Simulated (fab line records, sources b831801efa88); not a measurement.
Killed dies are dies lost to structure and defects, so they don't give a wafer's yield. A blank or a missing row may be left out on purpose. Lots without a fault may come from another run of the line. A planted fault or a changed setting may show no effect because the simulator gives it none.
fab line records | flow sky130
record lots=6 wafers=18 last_day=49
route steps=708 shown POLY_GATE@220 LDD_N@237 LDD_P@255 PAD_OPEN@708
lots that met no fault: from a run of the same line without faults
start_h: hours from the record's first day to the start of the lot's first wafer shown | wait_h: hours since the lot's step before | " the same as in the row above | L1.1+2: a row that stands for several wafers | - no value, or no start given | * or withheld: withheld | < > ~ a bound
route shown NAME@n: a module of which the file shows steps, and the number in the route of the first | usual: mean/standard deviation of fault-free wafers | same: alike in all rows | chamber/n: place in a boat | sites: the reading at each site | _std_site: their standard deviation | _edge_site: outer sites' mean less inner sites' | radius_mm: how far each site lies from the wafer's centre | mask NAME#n: copy n | behind: the tool/chamber that last shaped the wafer | hold: why the lot was held/for how many hours/how that ended | device: the transistor (n, p or np) that didn't switch | end of line: the same wafers' tests at the end of the route | a step without rows: its recipe alone | killed: dies lost to structure and defects at the first sort, not the wafer's yield | map: a wafer's dies, x killed, . not, _ none there
set.NAME: the setting as run; set.NAME@STEP: as run at that earlier step | model.NAME: the simulator's own value behind a step, which no gauge read
lots at some steps of the route; a table a step, a row a wafer
services: from which hour (start_h, from the record's first day; less than 0 if before it) a tool's chamber was out of use, for how many hours, and why
## steps
# step SKY_POLY_GATE_HMDS_06
# recipe prime_time_s=60 prime_temp_c=120
# step SKY_POLY_GATE_COAT_07
# recipe resist=BARC temp_c=withheld time_s=withheld spin_rpm=3000 resist_thk_nm=110
# step SKY_POLY_GATE_COAT_08
# recipe resist=KrF-thick spin_rpm=3000 resist_thk_nm=450
# step SKY_POLY_GATE_SOFTBAKE_09
# recipe temp_c=100 time_s=90 resist=KrF-thick
# step SKY_POLY_GATE_EXPOSE_10
# recipe mask_id=P1M na=0.68 source_shape=conventional sigma_outer=0.6 target_cd_nm=150 dose_mj=28
# step SKY_POLY_GATE_PEB_11
# recipe peb_temp_c=withheld peb_time_s=withheld resist=KrF-thick
# step SKY_POLY_GATE_DEVELOP_12
# recipe develop_time_s=60 resist=KrF-thick dev_temp_c=22.05
# step SKY_POLY_GATE_CD_MEAS_13
# recipe target_cd_nm=150
# usual cd_nm=150.1/1.3
# columns lot.wafer tool chamber start_h wait_h cd_nm
L357.2 cd_sem-02 - 394.22 - 148.3
L357.3 " - " " 148.2
L357.6 " - " " 148.0
L360.2 cd_sem-01 - 431.14 - 150.2
L360.3 " - " " 151.0
L360.6 " - " " 151.3
L365.2 cd_sem-02 - 466.77 - 150.5
L365.3 " - " " 149.9
L365.4 " - " " 150.9
L371.3 cd_sem-02 - 516.89 - 150.9
L371.5 " - " " 149.9
L371.6 " - " " 150.1
L372.1 cd_sem-02 - 521.07 - 150.6
L372.2 " - " " 150.4
L372.4 " - " " 151.3
L375.1 cd_sem-01 - 551.45 - 148.8
L375.2 " - " " 149.3
L375.4 " - " " 148.2
# step SKY_POLY_GATE_OVL_MEAS_14
# usual POLY_GATE_OVL=-2/6.4
# columns lot.wafer tool chamber start_h wait_h POLY_GATE_OVL[nm]
L357.2 overlay-02 - 394.33 0.1 -5
L357.3 " - " " -5
L357.6 " - " " -4
L360.2 overlay-01 - 431.25 0.1 7
L360.3 " - " " 10
L360.6 " - " " 17
L365.2 overlay-02 - 466.88 0.1 -4
L365.3 " - " " -4
L365.4 " - " " -1
L371.3 overlay-02 - 516.98 0.1 -4
L371.5 " - " " -3
L371.6 " - " " -6
L372.1 overlay-01 - 521.19 0.1 -5
L372.2 " - " " -3
L372.4 " - " " -5
L375.1 overlay-01 - 551.57 0.1 -10
L375.2 " - " " -10
L375.4 " - " " -8
# step SKY_POLY_GATE_ETCH_15
# recipe chemistry=N2/H2 target=BARC ion_energy_ev=200 source_w=500 bias_w=100 pressure_mtorr=30 n2_flow_sccm=100 h2_flow_sccm=200 stop_on=SiO2 time_s=118.5 target_depth_a=1100
# usual drypump_motor_current_A=5.7/0.56 n2_flow_sccm=100.0/0.31 oes_product_au=0.716/0.0041 throttle_valve_pct=13.212/0.0092
# same time_s=118.5
# columns lot.wafer tool chamber start_h wait_h drypump_motor_current_A n2_flow_sccm oes_product_au rf_hours_counter_h throttle_valve_pct
L357.2 rie_diel-03 2 394.36 0.0 6.6 100.3 0.717 2 13.228
L357.3 " 1 " " 5.5 100.2 0.716 30 13.216
L357.6 " 1 " " 5.5 100.3 0.717 - 13.223
L360.2 rie_diel-02 0 431.28 0.0 5.8 99.7 0.722 95 13.211
L360.3 " 3 " " 5.7 99.7 0.712 11 13.186
L360.6 " 1 " " 6.0 99.8 0.721 - 13.207
L365.2 rie_diel-03 2 466.91 0.0 6.6 99.9 0.713 4 13.207
L365.3 " 1 " " 5.5 100.0 0.722 32 13.213
L365.4 " 0 " " 5.8 100.3 0.710 13 13.214
L371.3 rie_diel-04 1 517.01 0.0 5.9 100.7 0.716 9 13.204
L371.5 " 0 " " 5.5 100.3 0.720 - 13.204
L371.6 " 1 " " 5.9 100.1 0.713 - 13.212
L372.1 rie_diel-02 3 521.23 0.0 5.6 100.5 0.717 13 13.216
L372.2 " 0 " " 5.8 99.5 0.716 0 13.207
L372.4 " 1 " " 6.0 100.0 0.718 - 13.201
L375.1 rie_diel-04 2 551.61 0.0 5.2 100.3 0.720 38 13.218
L375.2 " 3 " " 6.5 100.0 0.718 10 13.218
L375.4 " 1 " " 5.9 100.1 0.724 10 13.200
# step SKY_POLY_GATE_ETCH_16
# recipe stop_on=poly-Si chemistry=CH3F/O2 target=Si3N4 source_w=400 bias_w=80 pressure_mtorr=25 ch3f_flow_sccm=40 O2_flow_sccm=30 time_s=147.5 target_depth_a=750
# usual ch3f_flow_sccm=40.00/0.13 drypump_motor_current_A=5.7/0.56 oes_product_au=0.640/0.005 throttle_valve_pct=10.534/0.0088
# same time_s=147.5
# columns lot.wafer tool chamber start_h wait_h ch3f_flow_sccm drypump_motor_current_A oes_product_au rf_hours_counter_h throttle_valve_pct
L357.2 rie_diel-03 2 394.44 0.0 40.00 6.5 0.642 2 10.542
L357.3 " 1 " " 40.19 5.4 0.634 30 10.528
L357.6 " 1 " " 40.26 5.4 0.643 - 10.532
L360.2 rie_diel-02 0 431.36 0.0 39.94 5.8 0.635 95 10.544
L360.3 " 3 " " 39.88 5.7 0.631 11 10.535
L360.6 " 1 " " 39.93 6.0 0.637 - 10.528
L365.2 rie_diel-03 2 466.99 0.0 40.14 6.5 0.636 4 10.530
L365.3 " 1 " " 39.88 5.4 0.635 32 10.532
L365.4 " 0 " " 39.94 5.8 0.641 13 10.527
L371.3 rie_diel-04 1 517.09 0.0 40.09 6.0 0.642 10 10.544
L371.5 " 0 " " 39.76 5.5 0.645 - 10.535
L371.6 " 1 " " 40.12 5.9 0.646 - 10.535
L372.1 rie_diel-02 3 521.31 0.0 39.99 5.7 0.647 13 10.522
L372.2 " 0 " " 39.89 5.8 0.639 0 10.519
L372.4 " 1 " " 39.90 6.0 0.645 - 10.549
L375.1 rie_diel-04 2 551.69 0.0 39.98 5.1 0.642 38 10.527
L375.2 " 3 " " 40.04 6.6 0.635 10 10.529
L375.4 " 1 " " 40.04 5.9 0.637 10 10.530
# step SKY_POLY_GATE_ETCH_17
# recipe target_depth_nm=180 stop_on=SiO2 over_etch_frac=0.56667 chemistry=HBr/Cl2 target=poly-Si icp_w=400 bias_w=100 pressure_mtorr=10 HBr_flow_sccm=150 Cl2_flow_sccm=50 time_s=70.5
# usual HBr_flow_sccm=150.0/0.4 drypump_motor_current_A=5.6/0.31 mfc_cl2_sccm=50.00/0.16 oes_product_au=0.975/0.0074 throttle_valve_pct=33.685/0.0089
# same time_s=70.5
# columns lot.wafer tool chamber start_h wait_h HBr_flow_sccm drypump_motor_current_A mfc_cl2_sccm oes_product_au rf_hours_counter_h throttle_valve_pct
L357.2 rie_si-02 0 394.54 0.0 149.8 5.9 49.75 0.991 30 33.687
L357.3 " 2 " " 149.9 5.9 50.00 0.985 6 33.698
L357.6 " 1 " " 150.1 5.4 50.03 0.976 - 33.681
L360.2 rie_si-01 3 431.46 0.0 149.7 5.1 49.90 0.980 2 33.688
L360.3 " 2 " " 150.1 5.2 49.79 0.983 67 33.682
L360.6 " 2 " " 150.9 5.3 50.16 0.987 - 33.676
L365.2 rie_si-02 3 467.09 0.0 150.2 5.7 49.93 0.975 1 33.680
L365.3 " 2 " " 150.0 5.9 49.95 0.965 6 33.674
L365.4 " 0 " " 150.0 5.9 50.05 0.969 31 33.690
L371.3 rie_si-02 2 517.19 0.0 149.4 5.9 50.25 0.967 6 33.685
L371.5 " 2 " " 150.0 6.0 50.07 0.970 - 33.679
L371.6 " 3 " " 150.0 5.8 50.05 0.964 - 33.678
L372.1 rie_si-01 2 521.41 0.0 150.3 5.3 49.93 0.982 0 33.686
L372.2 " 0 " " 150.2 5.7 50.02 0.965 1 33.680
L372.4 " 0 " " 149.8 5.7 49.95 0.975 - 33.683
L375.1 rie_si-02 0 551.79 0.0 149.9 5.9 49.90 0.981 31 33.692
L375.2 " 3 " " 149.8 5.8 50.07 0.983 1 33.683
L375.4 " 2 " " 150.3 5.9 49.85 0.981 7 33.681
# step SKY_POLY_GATE_STRIP_18
# recipe chemistry=O2/N2 power_w=1400 pressure_mtorr=1500 platen_temp_c=withheld o2_flow_sccm=3000 n2_flow_sccm=300 overash_fraction=0.5
# usual drypump_motor_current_A=5.7/0.52 n2_flow_sccm=299.9/0.84 oes_product_au=0.361/0.0047 strip_time_to_endpoint_s=3.160/0.027
# columns lot.wafer tool chamber start_h wait_h drypump_motor_current_A n2_flow_sccm oes_product_au rf_hours_counter_h strip_time_to_endpoint_s
L357.2 plasma_asher-02 1 394.59 0.0 5.3 299.6 0.361 29 3.119
L357.3 " 1 " " 5.3 300.0 0.357 - 3.116
L357.6 " 0 " " 5.7 299.5 0.358 - 3.145
L360.2 plasma_asher-01 1 431.52 0.0 6.1 300.3 0.358 0 3.164
L360.3 " 1 " " 6.1 301.4 0.366 - 3.134
L360.6 " 0 " " 6.5 299.4 0.366 - 3.167
L365.2 plasma_asher-03 0 467.14 0.0 4.9 299.2 0.360 62 3.148
L365.3 " 0 " " 4.9 300.0 0.366 - 3.166
L365.4 " 1 " " 5.9 300.0 0.360 - 3.148
L371.3 plasma_asher-02 1 517.28 0.1 5.3 300.2 0.359 - 3.168
L371.5 " 1 " " 5.3 300.4 0.362 - 3.171
L371.6 " 0 " " 5.6 300.2 0.372 - 3.192
L372.1 plasma_asher-03 1 521.47 0.0 5.9 298.1 0.356 68 3.141
L372.2 " 0 " " 4.9 300.4 0.365 68 3.180
L372.4 " 1 " " 5.9 300.1 0.365 - 3.150
L375.1 plasma_asher-03 1 551.84 0.0 5.9 300.1 0.358 71 3.119
L375.2 " 0 " " 4.9 300.2 0.363 71 3.157
L375.4 " 0 " " 4.9 300.8 0.360 - 3.114
# step SKY_POLY_GATE_CLEAN_19
# recipe chemistry=SC1/SC2 mix=1:4:20 temp_c=70 time_s=150 dry=n2_spin
# step SKY_POLY_GATE_OXIDATION_20
# recipe temp_c=850 ambient=O2 stabilise_s=600 purge_s=300 target_thk_a=40 ox_time_s=899
# step SKY_POLY_GATE_THK_MEAS_21
# recipe reads=SiO2_of_POLY_GATE_OXIDATION_20
# usual POLY_GATE_OXIDATION_THK=4.00/0.076
# columns lot.wafer tool chamber start_h wait_h POLY_GATE_OXIDATION_THK[nm]
L357.2 film_metro-03 - 396.00 0.0 4.02
L357.3 " - " " 3.99
L357.6 " - " " 3.96
L360.2 film_metro-02 - 434.14 0.0 4.04
L360.3 " - " " 3.98
L360.6 " - " " 3.96
L365.2 film_metro-01 - 469.15 0.0 3.98
L365.3 " - " " 4.01
L365.4 " - " " 4.01
L371.3 film_metro-02 - 518.66 0.0 3.99
L371.5 " - " " 4.09
L371.6 " - " " 4.13
L372.1 film_metro-01 - 523.29 0.0 4.10
L372.2 " - " " 4.13
L372.4 " - " " 4.07
L375.1 film_metro-02 - 553.25 0.0 3.92
L375.2 " - " " 3.92
L375.4 " - " " 3.88
# step SKY_POLY_GATE_CD_MEAS_22
# usual cd_nm=149.9/1.8
# columns lot.wafer tool chamber start_h wait_h cd_nm
L357.2 cd_sem-01 - 396.08 0.1 149.7
L357.3 " - " " 147.3
L357.6 " - " " 147.9
L360.2 cd_sem-02 - 434.22 0.1 151.0
L360.3 " - " " 150.4
L360.6 " - " " 149.8
L365.2 cd_sem-02 - 469.23 0.1 151.0
L365.3 " - " " 148.2
L365.4 " - " " 152.5
L371.3 cd_sem-01 - 518.76 0.1 149.6
L371.5 " - " " 151.2
L371.6 " - " " 148.9
L372.1 cd_sem-02 - 523.35 0.1 151.0
L372.2 " - " " 149.5
L372.4 " - " " 149.2
L375.1 cd_sem-02 - 553.31 0.1 149.5
L375.2 " - " " 148.2
L375.4 " - " " 146.7
# step SKY_LDD_N_DEHYDRATE_00
# recipe temp_c=200 time_s=60
# step SKY_LDD_N_HMDS_01
# recipe prime_time_s=60 prime_temp_c=120
# step SKY_LDD_N_COAT_02
# recipe resist=NOVOLAK spin_rpm=3050 resist_thk_nm=300
# step SKY_LDD_N_SOFTBAKE_03
# recipe temp_c=90 time_s=60 resist=NOVOLAK
# step SKY_LDD_N_EXPOSE_04
# recipe mask_id=NTM target_cd_nm=840 na=0.6 source_shape=conventional sigma_outer=0.6 dose_mj=110
# step SKY_LDD_N_PEB_05
# recipe temp_c=withheld time_s=* resist=NOVOLAK
# step SKY_LDD_N_DEVELOP_06
# recipe develop_time_s=60 dev_temp_c=23
# step SKY_LDD_N_OVL_MEAS_07
# usual LDD_N_OVL=1.3/1.4
# columns lot.wafer tool chamber start_h wait_h LDD_N_OVL[nm]
L357.2 overlay-01 - 426.48 0.1 1.1
L357.3 " - " " 1.6
L357.6 " - " " 3.1
L360.2 overlay-01 - 465.04 0.1 3.1
L360.3 " - " " 2.1
L360.6 " - " " 0.9
L365.2 overlay-01 - 500.08 0.1 2.9
L365.3 " - " " 0.9
L365.4 " - " " 1.2
L371.3 overlay-02 - 548.65 0.1 1.7
L371.5 " - " " 1.4
L371.6 " - " " 1.6
L372.1 overlay-02 - 553.37 0.1 1.6
L372.2 " - " " 1.7
L372.4 " - " " 2.0
L375.1 overlay-01 - 582.62 0.1 -0.3
L375.2 " - " " 0.5
L375.4 " - " " 1.8
# step SKY_LDD_N_IMPLANT_08
# recipe species=As energy_kev=20 dose_cm2=7.5e+13 tilt_deg=withheld rotation_deg=23
# step SKY_LDD_N_IMPLANT_09
# recipe species=As energy_kev=20 dose_cm2=7.5e+13 tilt_deg=withheld rotation_deg=113
# step SKY_LDD_N_IMPLANT_10
# recipe species=As energy_kev=20 dose_cm2=7.5e+13 tilt_deg=withheld rotation_deg=203
# step SKY_LDD_N_IMPLANT_11
# recipe species=As energy_kev=20 dose_cm2=7.5e+13 tilt_deg=withheld rotation_deg=293
# step SKY_LDD_N_IMPLANT_12
# recipe species=BF2 energy_kev=50 dose_cm2=5e+12 tilt_deg=30 rotation_deg=0
# step SKY_LDD_N_IMPLANT_13
# recipe species=BF2 energy_kev=50 dose_cm2=5e+12 tilt_deg=30 rotation_deg=90
# step SKY_LDD_N_IMPLANT_14
# recipe species=BF2 energy_kev=50 dose_cm2=5e+12 tilt_deg=30 rotation_deg=180
# step SKY_LDD_N_IMPLANT_15
# recipe species=BF2 energy_kev=50 dose_cm2=5e+12 tilt_deg=30 rotation_deg=270
# step SKY_LDD_N_STRIP_16
# recipe chemistry=O2/N2 power_w=1400 pressure_mtorr=1500 platen_temp_c=withheld o2_flow_sccm=3000 n2_flow_sccm=300 overash_fraction=0.5
# usual drypump_motor_current_A=5.4/0.4 n2_flow_sccm=300.1/0.9 oes_product_au=0.405/0.0042 strip_time_to_endpoint_s=4.277/0.014
# columns lot.wafer tool chamber start_h wait_h drypump_motor_current_A n2_flow_sccm oes_product_au rf_hours_counter_h strip_time_to_endpoint_s
L357.2 plasma_asher-03 0 427.71 0.1 4.9 300.7 0.404 58 4.302
L357.3 " 0 " " 4.9 300.9 0.409 - 4.283
L357.6 " 1 " " 5.9 298.8 0.395 - 4.275
L360.2 plasma_asher-02 0 466.27 0.1 5.7 300.8 0.401 35 4.267
L360.3 " 0 " " 5.7 298.2 0.404 - 4.286
L360.6 " 0 " " 5.7 300.8 0.403 - 4.279
L365.2 plasma_asher-03 1 501.31 0.1 5.9 301.0 0.405 66 4.295
L365.3 " 0 " " 4.9 300.1 0.408 - 4.283
L365.4 " 1 " " 5.9 301.5 0.403 - 4.271
L371.3 plasma_asher-03 0 549.90 0.1 4.9 300.4 0.406 - 4.257
L371.5 " 0 " " 4.9 301.6 0.408 - 4.248
L371.6 " 1 " " 5.9 299.9 0.407 - 4.273
L372.1 plasma_asher-02 1 554.61 0.1 5.3 300.5 0.406 43 4.256
L372.2 " 0 " " 5.7 299.2 0.410 43 4.294
L372.4 " 1 " " 5.3 301.1 0.403 - 4.275
L375.1 plasma_asher-02 0 583.86 0.1 5.6 299.5 0.404 47 4.275
L375.2 " 1 " " 5.3 299.5 0.404 47 4.278
L375.4 " 1 " " 5.4 300.3 0.407 - 4.275
# step SKY_LDD_N_TW_MEAS_17
# usual LDD_N_TW=2571/18
# columns lot.wafer tool chamber start_h wait_h LDD_N_TW
L357.2 film_metro-01 - 427.82 0.1 2567
L357.3 " - " " 2576
L357.6 " - " " 2600
L360.2 film_metro-04 - 466.38 0.1 2560
L360.3 " - " " 2557
L360.6 " - " " 2556
L365.2 film_metro-04 - 501.42 0.1 2574
L365.3 " - " " 2562
L365.4 " - " " 2555
L371.3 film_metro-01 - 549.99 0.1 2596
L371.5 " - " " 2589
L371.6 " - " " 2600
L372.1 film_metro-03 - 554.71 0.1 2565
L372.2 " - " " 2578
L372.4 " - " " 2581
L375.1 film_metro-04 - 583.96 0.1 2545
L375.2 " - " " 2543
L375.4 " - " " 2556
# step SKY_LDD_P_DEHYDRATE_00
# recipe temp_c=200 time_s=60
# step SKY_LDD_P_HMDS_01
# recipe prime_time_s=60 prime_temp_c=120
# step SKY_LDD_P_COAT_02
# recipe resist=NOVOLAK spin_rpm=3000 resist_thk_nm=1140
# step SKY_LDD_P_SOFTBAKE_03
# recipe temp_c=90 time_s=60 resist=NOVOLAK
# step SKY_LDD_P_EXPOSE_04
# recipe mask_id=PSDM na=0.6 source_shape=conventional sigma_outer=0.6 polarization=unpolarized target_cd_nm=380 dose_mj=138
# step SKY_LDD_P_PEB_05
# recipe temp_c=withheld time_s=* resist=NOVOLAK
# step SKY_LDD_P_DEVELOP_06
# recipe resist=NOVOLAK developer=TMAH develop_time_s=61.64 dev_temp_c=23
# step SKY_PAD_OPEN_PROBE_99
# usual killed_at_M0_to_M3=44/6.8 killed_at_M4_up=3.1/1.9 killed_at_contacts=25/5.9 killed_at_front_end=15/4.3 killed_at_other=0.2/0.51 killed_dies=87/11 killed_on_rim=17/3.6 killed_open=47/7.9 killed_short=39/6.4
# same gross_dies=492 killed_at_back_side=0
# columns lot.wafer tool chamber start_h wait_h killed_at_M0_to_M3 killed_at_M4_up killed_at_contacts killed_at_front_end killed_at_other killed_dies killed_on_rim killed_open killed_short
L357.2 prober-02 - 1096.70 0.1 45 6 25 16 0 92 16 49 43
L357.3 prober-02 - 1096.75 0.2 56 2 19 16 0 93 17 46 47
L357.6 prober-02 - 1096.90 0.2 52 1 21 17 0 91 16 51 40
L360.2 prober-02 - 1121.99 0.1 31 5 29 15 0 80 19 44 36
L360.3 prober-02 - 1122.04 0.2 43 2 35 13 0 93 14 51 42
L360.6 prober-02 - 1122.19 0.2 44 4 30 12 1 91 17 49 42
L365.2 prober-02 - 1141.64 0.1 39 1 39 20 0 99 20 65 34
L365.3 prober-02 - 1141.69 0.2 38 2 23 21 0 84 19 52 32
L365.4 prober-02 - 1141.74 0.2 38 0 24 18 0 80 17 43 37
L371.3 prober-02 - 1166.18 0.2 50 4 26 11 1 92 16 47 45
L371.5 prober-02 - 1166.28 0.2 47 3 30 26 0 106 22 52 54
L371.6 prober-02 - 1166.33 0.2 48 3 21 23 0 95 13 51 44
L372.1 prober-01 - 1168.94 0.1 37 8 31 21 1 98 22 56 42
L372.2 prober-01 - 1168.99 0.1 43 1 25 51 1 121 27 46 38
L372.4 prober-01 - 1169.09 0.2 44 1 29 11 0 85 12 45 40
L375.1 prober-02 - 1187.77 0.1 49 6 17 24 0 96 16 49 47
L375.2 prober-02 - 1187.82 0.1 44 5 23 47 0 119 27 48 35
L375.4 prober-02 - 1187.92 0.2 46 0 37 49 0 132 30 63 37
# killed by level:class
L357.2 VIA1:geometric_particle:open=18 CONTACT:geometric_particle:open=9 POLY_GATE:geometric_particle:short=8 LI_CONTACT:geometric_particle:open=6 LI_CONTACT:geometric_particle:short=5 VIA3:geometric_particle:open=5 METAL4:geometric_particle:short=5 VIA2:geometric_particle:short=4
L357.3 VIA1:geometric_particle:open=11 CONTACT:geometric_particle:short=9 VIA2:geometric_particle:open=9 METAL1:geometric_particle:short=8 VIA3:geometric_particle:short=7 VIA1:geometric_particle:short=7 FIELD_ISO:geometric_particle:short=5 LI_CONTACT:geometric_particle:open=5
L357.6 VIA1:geometric_particle:open=15 CONTACT:geometric_particle:open=10 VIA3:geometric_particle:open=8 METAL1:geometric_particle:short=7 VIA2:geometric_particle:open=7 VIA1:geometric_particle:short=6 POLY_GATE:geometric_particle:short=5 FIELD_ISO:geometric_particle:short=4
L360.2 LI_CONTACT:geometric_particle:open=10 CONTACT:geometric_particle:short=8 VIA3:geometric_particle:open=8 METAL2:geometric_particle:short=7 CONTACT:geometric_particle:open=6 VIA1:geometric_particle:open=5 VIA2:geometric_particle:open=5 METAL4:geometric_particle:short=5
L360.3 CONTACT:geometric_particle:open=11 VIA1:geometric_particle:open=9 CONTACT:geometric_particle:short=8 LOCAL_INTERCONNECT:geometric_particle:short=7 METAL2:geometric_particle:short=7 LI_CONTACT:geometric_particle:open=6 VIA3:geometric_particle:open=6 POLY_GATE:geometric_particle:open=5
L360.6 LI_CONTACT:geometric_particle:open=11 VIA1:geometric_particle:open=9 VIA3:geometric_particle:open=8 LOCAL_INTERCONNECT:geometric_particle:short=7 CONTACT:geometric_particle:open=7 METAL1:geometric_particle:short=6 VIA2:geometric_particle:open=6 VIA1:geometric_particle:short=4
L365.2 LI_CONTACT:geometric_particle:open=12 CONTACT:geometric_particle:open=12 VIA3:geometric_particle:open=8 VIA2:geometric_particle:open=7 FIELD_ISO:geometric_particle:open=6 POLY_GATE:geometric_particle:open=6 LI_CONTACT:geometric_particle:short=5 LOCAL_INTERCONNECT:geometric_particle:short=5
L365.3 CONTACT:geometric_particle:open=9 FIELD_ISO:geometric_particle:short=8 VIA3:geometric_particle:open=8 LI_CONTACT:geometric_particle:open=6 VIA2:geometric_particle:open=6 VIA1:geometric_particle:open=6 FIELD_ISO:geometric_particle:open=4 POLY_GATE:geometric_particle:open=4
L365.4 CONTACT:geometric_particle:open=13 LI_CONTACT:geometric_particle:open=8 VIA1:geometric_particle:open=8 FIELD_ISO:geometric_particle:short=6 METAL2:geometric_particle:short=6 VIA3:geometric_particle:open=5 VIA1:geometric_particle:short=5 POLY_GATE:geometric_particle:short=4
L371.3 VIA3:geometric_particle:open=11 VIA1:geometric_particle:open=10 LOCAL_INTERCONNECT:geometric_particle:short=9 METAL2:geometric_particle:short=6 CONTACT:geometric_particle:open=6 CONTACT:geometric_particle:short=6 POLY_GATE:geometric_particle:open=4 LI_CONTACT:geometric_particle:open=4
L371.5 CONTACT:geometric_particle:open=12 VIA2:geometric_particle:open=8 VIA1:geometric_particle:open=8 POLY_GATE:geometric_particle:short=8 LI_CONTACT:geometric_particle:open=7 FIELD_ISO:geometric_particle:short=6 POLY_GATE:geometric_particle:open=5 LOCAL_INTERCONNECT:geometric_particle:short=5
L371.6 VIA1:geometric_particle:open=13 POLY_GATE:geometric_particle:short=7 CONTACT:geometric_particle:open=6 VIA1:geometric_particle:short=6 VIA3:geometric_particle:open=6 FIELD_ISO:geometric_particle:open=5 FIELD_ISO:geometric_particle:short=5 METAL1:geometric_particle:short=5
L372.1 CONTACT:geometric_particle:open=18 VIA1:geometric_particle:open=8 CONTACT:geometric_particle:short=7 FIELD_ISO:geometric_particle:short=6 VIA2:geometric_particle:open=6 VIA1:geometric_particle:short=5 FIELD_ISO:geometric_particle:open=4 POLY_GATE:geometric_particle:open=4
L372.2 POLY_GATE:unspecified=37 CONTACT:geometric_particle:open=11 VIA1:geometric_particle:open=9 METAL2:geometric_particle:short=7 VIA1:geometric_particle:short=7 VIA3:geometric_particle:open=6 LI_CONTACT:geometric_particle:open=6 METAL1:geometric_particle:short=6
L372.4 CONTACT:geometric_particle:open=13 VIA2:geometric_particle:open=11 LI_CONTACT:geometric_particle:open=7 VIA1:geometric_particle:short=6 VIA2:geometric_particle:short=6 CONTACT:geometric_particle:short=5 METAL2:geometric_particle:short=5 FIELD_ISO:geometric_particle:open=4
L375.1 METAL2:geometric_particle:short=13 VIA1:geometric_particle:open=11 FIELD_ISO:geometric_particle:short=9 CONTACT:geometric_particle:open=8 VIA2:geometric_particle:open=6 VIA3:geometric_particle:open=6 METAL4:geometric_particle:short=6 CONTACT:geometric_particle:short=4
L375.2 POLY_GATE:unspecified=36 VIA1:geometric_particle:open=14 CONTACT:geometric_particle:open=11 METAL2:geometric_particle:short=7 LI_CONTACT:geometric_particle:open=6 VIA2:geometric_particle:open=6 METAL1:geometric_particle:short=5 POLY_GATE:geometric_particle:short=4
L375.4 POLY_GATE:unspecified=32 CONTACT:geometric_particle:open=17 VIA1:geometric_particle:open=13 FIELD_ISO:geometric_particle:open=8 VIA1:geometric_particle:short=8 METAL2:geometric_particle:short=8 LI_CONTACT:geometric_particle:open=7 CONTACT:geometric_particle:short=6
# map L372.2 (x killed, . not)
__________.......x.x_________
________....x......xxx_______
______.x........x..xxxxx_____
_____.....x.....x.xxxxxxx____
____..............xxxxxxxx___
___x.....x..x......xxxxxxx.__
__....x.........x.x.x.xxxxx._
_....xxx......x.x..x..xx.....
_.........x.........x...xx...
_...x.x.x.............x...x.x
_xx......x....x..........x...
_............x...............
_....x.x............x..x.....
_...............xx......xx...
_......x.......x...xx.......x
__..x.......xxxx..........x._
___...xxxx.......xx.xxx....__
____...xxxx..x........x.x.___
_____...x.x........x.....____
______x.xx......x......._____
________.x.x...x......_______
__________..x....xx._________
# map L375.4 (x killed, . not)
__________x....x.x.x_________
________.x....xxx...xx_______
______..x........xxxxxxx_____
_____..........x....xxxxx____
____x..x.....xx...xxxxxxxx___
___....x........x..xxxxxxxx__
__.x.x...xx.x.......x.xx.xxx_
_................xx..x..x....
_..x...x..x.x...x..x......x..
_....xx.x....x........xxx...x
_x.xx........x.x.........x...
_.......x....x...x....x.x....
_.......xxx..xx.......x.....x
_.xx........x.x.......x..x.x.
_.x.....x.x.......x..........
__xx...x.......x....x......._
___..xx..x......x.x.xx.....__
____..........x.....x..x..___
_____......x...x.........____
______....x..x......x..._____
________.x.x..xx..x..._______
__________....xx...._________
## services
# columns tool chamber start_h hours kind
rie_si-02 3 370.41 - clean
rie_si-02 3 370.41 28.9 scheduled_down
rie_si-02 3 370.41 28.9 vent_cycle
plasma_asher-03 - 376.81 0.8 repair
rie_si-02 - 395.87 2.8 pm
rie_si-02 2 399.35 0.9 repair
plasma_asher-03 - 404.21 0.4 repair
plasma_asher-01 - 421.25 9.0 pm
plasma_asher-02 - 425.99 15.6 repair
rie_si-02 1 431.93 5.6 repair
rie_si-02 1 449.21 2.2 repair
rie_diel-02 2 455.91 18.3 repair
plasma_asher-01 - 462.33 2.8 pm
rie_diel-03 0 481.24 1.3 repair
rie_si-02 3 495.15 3.4 repair
rie_diel-02 2 519.88 5.8 repair
rie_diel-02 3 525.38 3.1 repair
rie_diel-03 3 527.72 5.1 repair
rie_diel-03 2 536.36 1.2 repair
rie_si-01 3 539.25 2.4 repair
rie_diel-02 2 551.99 2.1 repair
rie_diel-03 - 562.83 2.8 pm
rie_diel-04 - 563.88 0.5 repair
rie_si-02 - 566.19 1.1 repair
## key
first_sign step=SKY_PAD_OPEN_PROBE_99 reading=killed_at_front_end direction=up sigmas=7.9 usual=15 struck=49
effect step=SKY_PAD_OPEN_PROBE_99 reading=killed_dies direction=up sigmas=3.4 usual=87 struck=124
met_at SKY_POLY_GATE_STRIP_18
struck_wafers L372.2,L375.2,L375.4
tester_left_out L372,L375
onset_between 467.14 521.47
fault kind=chamber_particle_source tool=plasma_asher-03 chamber=0 onset_h=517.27 steps=SKY_POLY_GATE_STRIP_18 rate_per_visit_cm2=0.83471 end_h=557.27
# tester_left_out: of these lots the tester's yield and bins aren't shown, on N5 and GAA mostly nor the transistor test; their killed dies are dies lost to structure and defects alone, not to doping, threshold or leakage, so they don't give the yield
